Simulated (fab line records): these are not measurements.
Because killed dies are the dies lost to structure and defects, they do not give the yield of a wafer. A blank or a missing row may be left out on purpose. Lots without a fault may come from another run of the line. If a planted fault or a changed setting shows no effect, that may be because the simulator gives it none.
Shared-tool check | flow sky130 | 14 lots, 42 wafers sampled

REASON FOR OPENING
2 of 14 lots carry a flag on the reading SONOS_TUNNEL_OVL at SKY_SONOS_TUNNEL_OVL_MEAS_08. Fault-free wafers read -0.5 nm, with a standard deviation of 1.5.
Rule: flag the lot when none of its wafers has a number, or when each of its wafers that has one lies beyond 4 standard deviations from that mean. The rest of the lots are taken to be sound.

lot  | measured     | on         | SONOS_TUNNEL_OVL (nm), wafer by wafer | flag
L530 | day 11 06:49 | overlay-01 | 0.8 1.0 2.6                           |
L531 | day 11 12:17 | overlay-02 | -2.8 -2.0 -1.2                        |
L534 | day 12 15:24 | overlay-02 | 1.3 2.1 2.3                           |
L535 | day 12 20:31 | overlay-02 | 0.5 1.3 -0.7                          |
L537 | day 13 08:22 | overlay-01 | -1.2 -2.6 -2.1                        |
L538 | day 13 22:55 | overlay-02 | -0.7 -1.2 -1.6                        |
L539 | day 14 06:45 | overlay-01 | -0.3 0.5 0.8                          |
L540 | day 14 08:21 | overlay-02 | -0.9 -1.2 -1.4                        |
L541 | day 14 17:12 | overlay-01 | 38.8 41.4 40.3                        | FLAGGED
L542 | day 14 21:52 | overlay-02 | 36.7 37.2 36.1                        | FLAGGED
L543 | day 15 09:53 | overlay-01 | 1.0 1.1 0.3                           |
L545 | day 16 02:15 | overlay-01 | -2.0 -1.4 -0.9                        |
L549 | day 17 11:58 | overlay-02 | 1.3 -0.5 0.1                          |
L550 | day 17 18:48 | overlay-01 | -1.7 -1.3 -1.7                        |
The numbers of the flagged lots are 38.4 nm on average: +38.9 nm against the usual, or +26 standard deviations.

WHICH TOOL EACH LOT WENT THROUGH
The record keeps 1 process step preceding the reading, out of 708 steps on the route. In each cell: the tool, then ch and the chambers that the sampled wafers went through, then the start.
lot  | flag    | SKY_SONOS_TUNNEL_EXPOSE_04
L530 |         | iline_stepper-01 ch 0, day 10 19:01
L531 |         | iline_stepper-02 ch 0, day 11 01:30
L534 |         | iline_stepper-01 ch 0, day 12 04:01
L535 |         | iline_stepper-02 ch 0, day 12 08:21
L537 |         | iline_stepper-02 ch 0, day 12 20:57
L538 |         | iline_stepper-01 ch 0, day 13 11:20
L539 |         | iline_stepper-01 ch 0, day 13 18:16
L540 |         | iline_stepper-02 ch 0, day 13 19:33
L541 | FLAGGED | iline_stepper-01 ch 0, day 14 04:46
L542 | FLAGGED | iline_stepper-01 ch 0, day 14 09:11
L543 |         | iline_stepper-02 ch 0, day 14 20:40
L545 |         | iline_stepper-02 ch 0, day 15 12:30
L549 |         | iline_stepper-02 ch 0, day 16 22:37
L550 |         | iline_stepper-02 ch 0, day 17 04:08
What is done by these steps:
- SKY_SONOS_TUNNEL_EXPOSE_04: exposes mask TUNM, target cd 410 nm.
- SKY_SONOS_TUNNEL_OVL_MEAS_08

FLAGGED AGAINST TOTAL, ONE TOOL AT A TIME (gauges that did the reading follow at the end)
step                         | tool             | lots run | flagged | share of the flagged lots | sound lots run after its first flagged lot
SKY_SONOS_TUNNEL_EXPOSE_04   | iline_stepper-01 | 6        | 2       | all                       | 0
SKY_SONOS_TUNNEL_EXPOSE_04   | iline_stepper-02 | 8        | 0       | none                      | -
SKY_SONOS_TUNNEL_OVL_MEAS_08 | overlay-01       | 7        | 1       | some                      | 3 (L543,L545,L550)
SKY_SONOS_TUNNEL_OVL_MEAS_08 | overlay-02       | 7        | 1       | some                      | 1 (L549)

WHAT THE TABLE PERMITS
All flagged lots share 1 row of the table, namely iline_stepper-01 at SKY_SONOS_TUNNEL_EXPOSE_04.
- iline_stepper-01 at SKY_SONOS_TUNNEL_EXPOSE_04 ran 6 lots, 2 of them flagged. It ran its last sound lot, L539, at day 13 18:16 and its first flagged lot, L541, at day 14 04:46: a fault with its onset between the two fits.
One tool is left: iline_stepper-01 at SKY_SONOS_TUNNEL_EXPOSE_04.

WHAT THE SIMULATOR HAD PUT IN
Scanner matching overlay: iline_stepper-01, from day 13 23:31 on, at SKY_SONOS_TUNNEL_EXPOSE_04. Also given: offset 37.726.
Shown lots that were struck: L541, L542. The rule above found the same.
